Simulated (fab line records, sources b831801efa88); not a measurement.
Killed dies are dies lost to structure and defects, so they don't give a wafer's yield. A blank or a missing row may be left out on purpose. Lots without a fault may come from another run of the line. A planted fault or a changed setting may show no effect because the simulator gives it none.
Which tool did it? | flow gf180mcu | 6 lots, 18 wafers sampled, at 3 steps of a route of 602

WHAT THE GAUGES READ, wafer by wafer
GF_VT_IMPLANT_TW_MEAS_21.
lot  | measured     | on            | VT_IMPLANT_2_TW
L866 | day 7 07:11  | film_metro-03 | 1225 1225 1230
L872 | day 8 22:23  | film_metro-02 | 1126 1127 1123 1134 1125 1120
L875 | day 9 18:32  | film_metro-02 | 1198 1199 1196
L878 | day 10 11:58 | film_metro-02 | 1193 1190 1191
L882 | day 11 10:27 | film_metro-02 | 1195 1190 1192
L885 | day 12 11:08 | film_metro-04 | 1232 1229 1228

WHICH TOOL RAN EACH LOT (tool, then ch and the chambers of the sampled wafers, then the start)
lot  | GF_MVSD_STRIP_10                     | GF_VT_IMPLANT_IMPLANT_19
L866 | plasma_asher-03 ch 0,1, day 5 09:01  | implanter-03 ch 0, day 7 06:56
L872 | plasma_asher-01 ch 0, day 6 22:34    | implanter-04 ch 0, day 8 22:09
L875 | plasma_asher-01 ch 0,1, day 7 16:01  | implanter-03 ch 0, day 9 18:19
L878 | plasma_asher-03 ch 0,1, day 8 08:16  | implanter-03 ch 0, day 10 11:44
L882 | plasma_asher-03 ch 0,1, day 9 05:13  | implanter-03 ch 0, day 11 10:13
L885 | plasma_asher-01 ch 0,1, day 10 01:47 | implanter-04 ch 0, day 12 10:53
- GF_MVSD_STRIP_10: strips in O2/N2.
- GF_VT_IMPLANT_IMPLANT_19

THE ANSWER, worked out from the rows above alone
Rule: what is usual is taken from the lots themselves. Put in order of their means at a reading, lots are off if they are a third of the lots or fewer, leave a main group of 4 or more, and stand apart from it by a gap of 3 or more times the standard deviation of the main group's means; of several such gaps the widest counts. A main group whose means are all the same, to the digits that the tables above print for the reading, isn't used. A lot without any number at a reading at which 4 lots or more have one is off too. The other lots that the step has rows for count as sound.
Off: L872, at GF_VT_IMPLANT_TW_MEAS_21 (VT_IMPLANT_2_TW). The main group: mean 1208, standard deviation 17.
A tool fits if, at a process step before that reading, it ran every lot that is off, and no sound lot after the first of them. The gauges at GF_VT_IMPLANT_TW_MEAS_21 are tried like those tools. None of those tried fits.

WHAT THE SIMULATOR HAD PUT IN
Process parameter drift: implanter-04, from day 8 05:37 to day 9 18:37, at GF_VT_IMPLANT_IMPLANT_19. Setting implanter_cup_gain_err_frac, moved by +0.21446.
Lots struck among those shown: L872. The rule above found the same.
